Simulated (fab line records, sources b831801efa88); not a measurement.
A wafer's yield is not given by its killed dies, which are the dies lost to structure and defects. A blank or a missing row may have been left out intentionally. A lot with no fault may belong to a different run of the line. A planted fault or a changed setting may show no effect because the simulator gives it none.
A struck lot beside a sound one ; flow sky130 ; 16 steps out of a route of 708
Sound: wafers L191.2, L191.3, L191.4. Struck: wafer L202.4 (left out: L202.2, L202.5 of the same lot, which were not struck); the cause appears at the end.
At each step with rows: each side's tool, then ch and its chambers, then its first start. Under that, the readings that differ: sound wafers ; struck wafers ; difference of the means ; sigmas: that difference in standard deviations of wafers without a fault.
alike: words and numbers the same on both sides, and readings whose means are apart by under 2 such deviations; not compared: readings that were withheld, readings missing a value for some wafer, numbers with overlapping values and no deviation given by the record, and bounds like >300 which may hide the same value.
A row with sigmas, a row that says differs or no value, or rows on one side alone: a step with any of these is where the two part. When numbers do not overlap yet have no deviation, they are printed without sigmas and do not part them. A reading that every wafer of one side lacks parts them only if that side has two wafers or more.

SKY_VIA2_BOW_MEAS_03:
  sound on filmMetro-02 at day 37 22:25; struck on filmMetro-01 at day 41 20:18
  alike: VIA2_BOW
then, 8 steps without rows for these wafers: SKY_VIA2_DEHYDRATE_04 (time 60 s); SKY_VIA2_HMDS_05 (prime time 60 s); SKY_VIA2_COAT_06 (resist thk 60 nm); SKY_VIA2_COAT_07 (resist thk 450 nm); SKY_VIA2_SOFTBAKE_08 (time 90 s); SKY_VIA2_EXPOSE_09 (exposes mask VIM2, target cd 200 nm); SKY_VIA2_PEB_10; SKY_VIA2_DEVELOP_11 (develop time 60 s).
SKY_VIA2_CD_MEAS_12: target cd 200 nm.
  sound on cdSem-01 at day 38 23:49; struck on cdSem-01 at day 42 20:16
reading;sound;struck;difference;sigmas
cdNm (nm);200.4 199.2 199.7;202.8;+3.0;+2
SKY_VIA2_OVL_MEAS_13:
  sound on overlay-02 at day 38 23:56; struck on overlay-01 at day 42 20:23
  alike: VIA2_OVL
SKY_VIA2_ETCH_14: etches BARC in N2/H2, stops on SiO2, time 45.9 s, target depth 60 nm.
  sound on rieDiel-03 ch 0,2,3, day 38 23:58; struck on rieDiel-03 ch 0, day 42 20:25
reading;sound;struck;difference;sigmas
h2FlowSccm (sccm);199.5 199.3 199.2;200.8;+1.5;+2
rfHoursCounterH (h);15 17 19;20;+3;
  alike: drypumpMotorCurrentA, oesProductAu, runLengthS, throttleValvePct
SKY_VIA2_ETCH_15: etches SiO2 in C4F8/O2/Ar, stops on TiN, target depth 546 nm, time 84 s.
  sound on rieDiel-03 ch 0,2,3, day 39 00:00; struck on rieDiel-03 ch 0, day 42 20:27
reading;sound;struck;difference;sigmas
oesProductAu (a.u.);0.944 0.942 0.946;1.017;+0.073;+17
rfHoursCounterH (h);15 17 19;20;+3;
runLengthS (s);112.6 112.6 112.1;101.8;-10.6;-28
model.VIA2.featureDepthNm (nm);494.5 494.5 495.1;483.4;-11.3;
model.etch.depthNm (nm);494.5 494.5 495.1;483.4;-11.3;
model.KrF-thick_of_VIA2_COAT_07.thkNm (nm);288.9 284.7 285.7;296.8;+10.4;
SKY_VIA2_STRIP_16: strips in O2/N2.
  sound on plasmaAsher-01 ch 0,1, day 39 00:04; struck on plasmaAsher-04 ch 0, day 42 20:31
reading;sound;struck;difference;sigmas
stripTimeToEndpointS (s);4.11 4.06 4.08;4.20;+0.12;+4
  alike: drypumpMotorCurrentA, oesProductAu
  not compared: rfHoursCounterH
then, 1 step without rows for these wafers: SKY_VIA2_STRIP_17 (strips in post etch residue remover, time 1200 s).
-- the record jumps here: 8 days lie between the struck wafers' starts before and after (it left off in module VIA2 and takes up again in module PAD_OPEN, whose first step shown is number 708 of the route) --
SKY_PAD_OPEN_PROBE_99:
  sound on prober-02 at day 48 05:22; struck on prober-02 at day 51 05:25
  alike: defectLimitedYield, killed_at_M0_to_M3, killed_at_M4_up, killedAtContacts, killedAtFrontEnd, killedAtOther, killedDies, killedOpen, killedShort
  not compared: model.etest.tester.sort_bin_8_pct

== WHERE THEY PART ==
First at SKY_VIA2_CD_MEAS_12; last, within this record, at SKY_VIA2_STRIP_16. Later steps at which nothing parts them and some readings are alike: SKY_PAD_OPEN_PROBE_99.

WHY: what had been put in by the simulator
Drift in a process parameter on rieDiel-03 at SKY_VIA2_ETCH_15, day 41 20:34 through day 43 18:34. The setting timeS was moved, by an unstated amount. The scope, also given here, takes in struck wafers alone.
